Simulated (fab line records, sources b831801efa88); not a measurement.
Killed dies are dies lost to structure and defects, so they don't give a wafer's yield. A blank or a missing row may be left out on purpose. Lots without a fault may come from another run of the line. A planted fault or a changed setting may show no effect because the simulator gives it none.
Chamber matching | flow sky130 | SKY_CONTACT_CMP_04 on cmp-02: 4 sister chambers
The step polishes SiO2. 30 wafers are shown with their chamber, then 12 later ones without.

WAFERS WITH THEIR CHAMBER
wafer  | chamber | motor_current_A (A) | time_to_endpoint_s (s)
L076.2 | 2       | 14.6                | 81
L076.3 | 0       | 13.2                | 76
L076.5 | 1       | 11.7                | 80
L077.1 | 1       | 12.8                | 79
L077.3 | 2       | 14.5                | 78
L077.5 | 0       | 13.4                | 75
L079.2 | 0       | 13.6                | 79
L079.3 | 2       | 14.3                | 79
L079.6 | 2       | 14.5                | 77
L083.2 | 0       | 13.2                | 77
L083.4 | 3       | 12.4                | 83
L083.5 | 3       | 12.6                | 78
L084.3 | 0       | 13.7                | 80
L084.4 | 1       | 12.2                | 77
L084.5 | 3       | 12.2                | 79
L085.2 | 0       | 14.0                | 83
L085.3 | 2       | 14.6                | 83
L085.4 | 1       | 12.2                | 84
L086.1 | 0       | 13.0                | 82
L086.2 | 1       | 12.1                | 83
L086.3 | 3       | 12.6                | 82
L087.2 | 1       | 12.9                | 83
L087.4 | 0       | 13.2                | 80
L087.6 | 0       | 13.0                | 81
L089.1 | 2       | 14.9                | 82
L089.4 | 0       | 14.0                | 82
L089.5 | 3       | 12.0                | 81
L090.2 | 1       | 11.4                | 86
L090.3 | 3       | 12.2                | 88
L090.4 | 2       | 14.6                | 85

SIGNATURES (means of the wafers above)
reading            | chamber 0 | chamber 1 | chamber 2 | chamber 3 | scatter within a chamber
motor_current_A    | 13.430    | 12.186    | 14.571    | 12.333    | 0.368
time_to_endpoint_s | 79.50     | 81.71     | 80.71     | 81.83     | 3.03
Rule: a wafer's distance from a chamber is the root of the sum, over the readings, of the square of ((its reading less the chamber's mean) divided by the reading's scatter). The wafer belongs to the nearest chamber; if the next one is less than 2 further off, it can't be placed. The scatter: the root of (the sum of the squares of (reading less its chamber's mean) over the shown wafers, divided by (wafers less chambers)).

WAFERS WITHOUT THEIR CHAMBER
wafer  | motor_current_A (A) | time_to_endpoint_s (s)
L093.1 | 14.2                | 82
L093.2 | 12.6                | 88
L093.4 | 11.9                | 86
L094.2 | 13.6                | 88
L094.5 | 12.8                | 84
L094.6 | 14.9                | 85
L096.1 | 12.3                | 76
L096.4 | 13.3                | 76
L096.6 | 14.8                | 80
L097.2 | 12.1                | 81
L097.5 | 11.8                | 81
L097.6 | 14.8                | 76

WHICH CHAMBER EACH WENT THROUGH
wafer  | from the rows above               | in truth
L093.1 | can't be placed: 2 or 0           | 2
L093.2 | can't be placed: 3 or 1 or 0      | 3
L093.4 | can't be placed: 1 or 3           | 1
L094.2 | can't be placed: 0 or 2 or 3 or 1 | 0
L094.5 | can't be placed: 3 or 1 or 0      | 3
L094.6 | 2                                 | 2
L096.1 | can't be placed: 1 or 3 or 0      | 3
L096.4 | 0                                 | 0
L096.6 | 2                                 | 2
L097.2 | can't be placed: 1 or 3           | 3
L097.5 | can't be placed: 1 or 3           | 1
L097.6 | 2                                 | 2
Placed correctly: 4 of 12. Can't be placed from these rows: 8 (the true chamber is among the candidates in 8). Placed wrongly: 0.
